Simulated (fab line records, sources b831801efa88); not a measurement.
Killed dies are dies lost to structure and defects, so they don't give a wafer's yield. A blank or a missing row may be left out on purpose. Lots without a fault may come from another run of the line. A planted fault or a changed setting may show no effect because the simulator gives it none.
Which tool did it? | flow gf180mcu | 14 lots, 42 wafers sampled, at 3 steps of a route of 602

WHAT THE GAUGES READ, wafer by wafer
GF_VT_IMPLANT_OVL_MEAS_40.
lot  | measured     | on         | VT_IMPLANT_03_OVL (nm)
L303 | day 7 11:58  | overlay-02 | -0.1 0.9 -0.8
L304 | day 7 18:55  | overlay-02 | -2.2 -2.9 -1.8
L305 | day 8 01:19  | overlay-01 | -0.2 1.6 1.0
L306 | day 8 07:57  | overlay-02 | -0.1 0.1 -0.8
L307 | day 8 15:01  | overlay-02 | -1.0 -0.4 -1.5
L308 | day 8 21:55  | overlay-01 | -1.0 0.8 1.8
L309 | day 9 06:31  | overlay-01 | 0.5 1.0 1.4
L310 | day 9 09:42  | overlay-01 | -2.6 -1.7 -0.5
L313 | day 10 06:45 | overlay-01 | -1.1 -1.2 0.6
L314 | day 10 13:15 | overlay-01 | -1.3 0.6 0.0
L315 | day 10 22:13 | overlay-02 | -1.4 1.1 -1.3
L316 | day 11 04:12 | overlay-01 | -2.3 -3.2 -2.4
L317 | day 11 09:19 | overlay-02 | -2.5 -2.5 -2.0
L326 | day 13 23:57 | overlay-01 | -0.9 -1.5 -1.0

GF_POLY_GATE_CD_MEAS_10: target cd 280 nm.
lot  | measured     | on        | cd_nm (nm)
L303 | day 9 01:50  | cd_sem-01 | 280.7 280.0 278.5
L304 | day 9 11:27  | cd_sem-01 | 280.5 280.7 279.3
L305 | day 9 18:41  | cd_sem-01 | 280.5 281.8 281.5
L306 | day 9 23:33  | cd_sem-01 | 278.2 279.3 278.6
L307 | day 10 08:16 | cd_sem-02 | 280.4 280.2 279.7
L308 | day 10 16:30 | cd_sem-02 | 279.1 279.1 280.0
L309 | day 11 00:01 | cd_sem-02 | 279.0 279.0 279.2
L310 | day 11 02:29 | cd_sem-02 | 279.0 279.6 280.2
L313 | day 12 01:46 | cd_sem-02 | 280.5 281.2 281.8
L314 | day 12 10:37 | cd_sem-01 | 280.1 281.9 281.7
L315 | day 12 21:29 | cd_sem-01 | 280.1 279.2 279.8
L316 | day 13 00:37 | cd_sem-02 | 203.3 247.9 189.5 203.2 247.8 189.6
L317 | day 13 07:05 | cd_sem-02 | 271.9 191.7 240.6 272.1 191.9 240.6
L326 | day 16 02:04 | cd_sem-02 | 278.6 278.6 278.2

WHICH TOOL RAN EACH LOT (tool, then ch and the chambers of the sampled wafers, then the start)
lot  | GF_POLY_GATE_EXPOSE_07
L303 | krf_scanner-01 ch 0, day 8 17:56
L304 | krf_scanner-02 ch 0, day 9 02:35
L305 | krf_scanner-01 ch 0, day 9 10:14
L306 | krf_scanner-02 ch 0, day 9 15:01
L307 | krf_scanner-02 ch 0, day 9 23:23
L308 | krf_scanner-02 ch 0, day 10 08:04
L309 | krf_scanner-01 ch 0, day 10 15:19
L310 | krf_scanner-01 ch 0, day 10 17:11
L313 | krf_scanner-02 ch 0, day 11 16:11
L314 | krf_scanner-02 ch 0, day 12 01:20
L315 | krf_scanner-02 ch 0, day 12 11:16
L316 | krf_scanner-02 ch 0, day 12 14:35
L317 | krf_scanner-02 ch 0, day 12 21:17
L326 | krf_scanner-01 ch 0, day 15 15:01
- GF_POLY_GATE_EXPOSE_07: exposes mask Poly2, target cd 280 nm.

WHAT THE TOOLS THEMSELVES READ (means of the sampled wafers that have a number; where no wafer has one, the mark that the record gives instead)
The record holds no such reading with a usual standard deviation.

THE ANSWER, worked out from the rows above alone
Rule: what is usual is taken from the lots themselves. Put in order of their means at a reading, lots are off if they are a third of the lots or fewer, leave a main group of 4 or more, and stand apart from it by a gap of 3 or more times the standard deviation of the main group's means; of several such gaps the widest counts. A main group whose means are all the same, to the digits that the tables above print for the reading, isn't used. A lot without any number at a reading at which 4 lots or more have one is off too. The other lots that the step has rows for count as sound. The gauges are gone through in route order, then the tools' own readings, and for those a lot's mean is taken as printed above. The first step at which some lot is off is used, and at that step the reading that is off furthest; a lot without a number counts as furthest.
Off: L316, L317, at GF_POLY_GATE_CD_MEAS_10 (cd_nm). The main group: mean 279.9 nm, standard deviation 0.91.
A tool fits if, at a process step before that reading, it ran every lot that is off, and no sound lot after the first of them. The gauges at GF_POLY_GATE_CD_MEAS_10 are tried like those tools. One fits: krf_scanner-02 at GF_POLY_GATE_EXPOSE_07. Its last sound lot is L315 (day 12 11:16), its first lot that is off L316 (day 12 14:35): a fault that began between those two fits.

WHAT THE SIMULATOR HAD PUT IN
Process parameter drift: krf_scanner-02, from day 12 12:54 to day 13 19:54, at GF_POLY_GATE_EXPOSE_07. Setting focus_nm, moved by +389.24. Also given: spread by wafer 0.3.
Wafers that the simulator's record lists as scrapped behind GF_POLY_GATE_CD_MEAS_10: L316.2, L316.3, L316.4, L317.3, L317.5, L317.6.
Lots struck among those shown: L316, L317. The rule above found the same.
